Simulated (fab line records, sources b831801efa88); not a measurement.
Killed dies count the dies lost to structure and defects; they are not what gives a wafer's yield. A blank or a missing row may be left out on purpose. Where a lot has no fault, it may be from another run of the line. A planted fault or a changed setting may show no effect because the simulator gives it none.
Problem report in the 8D (eight disciplines) form, filled by code -- flow gf180mcu -- the parts of the form that need people (team, actions taken, sign-off) are left out

## 1. PROBLEM STATEMENT
Wafers free of any fault read 0.324 ohm/sq (standard deviation 0.0036) for V4_W_RS at GF_V4_RS_MEAS_24, against a mean of 0.267 ohm/sq on 6 wafers of 2 lots. That puts it -16 standard deviations away from the usual mean.
The step: measures by four-point-probe.
First observed at day 28 17:53: wafer L771.4, on film-metro-03. The record holds 33 wafers of 11 lots with a number at this step. Rule for "out", or "out of limits": more than 4 standard deviations from the usual mean. The other wafers with a number count as sound.

## 2. WHAT IT IS, AND WHAT IT ISN'T
question,is,is not
which readings at this step,V4_W_RS,-
which lots,"L771, L774","L759, L760, L761, L764, L766, L767, L773, L781, L782"
which wafers of those lots,all that have a number,-
read on which gauges,film-metro-03,"film-metro-01, film-metro-04"
when,from day 28 17:53,"up to then (18 sound wafers); but 9 sound wafers of L773, L781, L782 came after"

## 3. THE SUSPECTS, EACH WITH WHAT RULES IT OUT
Counting: a tool at any process step up to the reading remains a suspect when it ran all the lots that are out and ran no sound lot after the first of those.
- the gauge at GF_V4_RS_MEAS_24 is ruled out. All the wafers that are out were read on film-metro-03, but those of them that GF_V4_CVD_23 has rows for are out there too, on other tools.
- cmp-01 at GF_V4_CMP_04 (polishes SiO2): ruled out as a lasting fault. After its first lot that is out, L771 (day 27 21:18), sound lots L773, L781 ran on it.
- cvd-w-01 at GF_V4_CVD_23 (deposits W, target thk 350 nm, time 104.9 s): kept. Every lot that is out went through it, starting with L771 (day 28 17:45), and after that it ran no sound lot; the last sound lot it ran before then is L767 (day 27 06:15). On those wafers its own readings are out: chamber-pressure-Torr.
After counting, what remains is cvd-w-01 at GF_V4_CVD_23.

## 4. THE CAUSE (what the simulator had put in)
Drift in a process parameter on cvd-w-01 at GF_V4_CVD_23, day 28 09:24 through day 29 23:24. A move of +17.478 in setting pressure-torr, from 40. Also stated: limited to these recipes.
The count eliminated every tool but this one.

## 5. SEQUENCE OF EFFECTS, ordered by route
Each row: a reading where the mean over the struck wafers with a number is more than 3 standard deviations away from the usual. Scope: only readings with a usual standard deviation given in the record; hours: median across lots of the time from each lot's start at the first step in this table that gives one to its start at this step; sigmas: change in usual standard deviations.
hours,step,reading,usual,on struck wafers,change,sigmas
0,GF_V4_CVD_23,chamber-pressure-Torr,39.99 Torr,57.42,+17.43,+99 or more
0,GF_V4_RS_MEAS_24,V4_W_RS,0.324 ohm/sq,0.267,-0.057,-16
0,GF_V4_THK_MEAS_25,V4_W_THK,353 nm,429,+76,+12
0,GF_V4_CMP_26,time-to-endpoint-s,86 s,103,+17,+3.6
It contains these process steps:
- GF_V4_CVD_23: deposits W, target thk 350 nm, time 104.9 s.
- GF_V4_CMP_26: polishes, stops on SiO2, t overpolish 15 s, target thk 0 nm.

## 6. HOW IT WOULD HAVE BEEN CAUGHT EARLIER
The first out-of-limits reading at a measuring or inspecting step in this record came at day 28 17:53, 8 hours after the fault's start at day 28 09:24.
At GF_V4_CVD_23, the tool's own readings (chamber-pressure-Torr) were out on each struck wafer the step has a row for, so an alarm limit on them would have fired on the first such wafer.
Among the 2 lots that are out, L774 began GF_V4_CVD_23 on cvd-w-01 after day 28 17:53. A tool hold placed at that time would have kept it from harm.
